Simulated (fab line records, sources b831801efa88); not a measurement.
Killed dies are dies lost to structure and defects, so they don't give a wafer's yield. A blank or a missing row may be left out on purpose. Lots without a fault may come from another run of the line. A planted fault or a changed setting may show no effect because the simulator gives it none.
Which tool did it? | flow sky130 | 12 lots, 36 wafers sampled, at 3 steps of a route of 708

WHAT THE GAUGES READ, wafer by wafer
SKY_VT_ADJUST_HVTR_OVL_MEAS_08.
lot  | measured     | on         | VT_ADJUST_HVTR_OVL (nm)
L075 | day 9 21:09  | overlay-01 | -1.2 -0.8 -1.1
L077 | day 10 13:34 | overlay-02 | 0.8 0.2 -0.1
L079 | day 11 08:21 | overlay-02 | -1.7 -1.8 -0.3
L081 | day 11 20:14 | overlay-02 | -1.1 -2.0 -1.8
L083 | day 12 04:44 | overlay-02 | -3.8 -2.6 -3.2
L085 | day 13 00:03 | overlay-01 | 0.7 -0.8 0.3
L087 | day 13 13:08 | overlay-01 | 1.4 1.1 2.2
L089 | day 14 02:03 | overlay-01 | 0.6 1.3 1.0
L091 | day 14 20:21 | overlay-01 | -0.2 1.5 0.8
L093 | day 15 08:18 | overlay-01 | 0.1 -0.4 -1.2
L095 | day 15 23:08 | overlay-01 | 0.1 -2.3 0.3
L097 | day 16 15:09 | overlay-01 | 0.7 0.6 -0.3

WHICH TOOL RAN EACH LOT (tool, then ch and the chambers of the sampled wafers, then the start)
lot  | SKY_FIELD_ISO_ETCH_14             | SKY_VT_ADJUST_NCORE_STRIP_10
L075 | rie_diel-03 ch 1,2,3, day 2 10:20 | plasma_asher-02 ch 0,1, day 8 23:25
L077 | rie_diel-02 ch 0,2,3, day 2 20:06 | plasma_asher-04 ch 0,1, day 9 14:52
L079 | rie_diel-03 ch 0,2,3, day 3 09:26 | plasma_asher-01 ch 1, day 10 08:43
L081 | rie_diel-02 ch 1,2, day 3 19:53   | plasma_asher-02 ch 0,1, day 10 20:31
L083 | rie_diel-02 ch 1,2,3, day 4 04:02 | plasma_asher-02 ch 1, day 11 03:55
L085 | rie_diel-02 ch 0,2,3, day 4 15:35 | plasma_asher-01 ch 0,1, day 11 22:52
L087 | rie_diel-02 ch 0,1,2, day 5 01:23 | plasma_asher-04 ch 0,1, day 12 11:25
L089 | rie_diel-03 ch 0,2,3, day 5 10:17 | plasma_asher-04 ch 0,1, day 13 00:07
L091 | rie_diel-02 ch 0,1,3, day 6 03:17 | plasma_asher-01 ch 0,1, day 13 17:49
L093 | rie_diel-02 ch 1,2,3, day 6 08:29 | plasma_asher-02 ch 1, day 14 03:58
L095 | rie_diel-02 ch 0,1,2, day 6 18:59 | plasma_asher-02 ch 0,1, day 14 19:12
L097 | rie_diel-04 ch 0,3, day 7 04:05   | plasma_asher-04 ch 0,1, day 15 11:25
- SKY_FIELD_ISO_ETCH_14: etches BARC in N2/H2, stops on SiO2, time 45.9 s, target depth 60 nm.
- SKY_VT_ADJUST_NCORE_STRIP_10: strips in O2/N2.

THE ANSWER, worked out from the rows above alone
Rule: what is usual is taken from the lots themselves. Put in order of their means at a reading, lots are off if they are a third of the lots or fewer, leave a main group of 4 or more, and stand apart from it by a gap of 3 or more times the standard deviation of the main group's means; of several such gaps the widest counts. A main group whose means are all the same, to the digits that the tables above print for the reading, isn't used. A lot without any number at a reading at which 4 lots or more have one is off too. The other lots that the step has rows for count as sound.
No lot is off at any reading shown: from this, nothing can be told.

WHAT THE SIMULATOR HAD PUT IN
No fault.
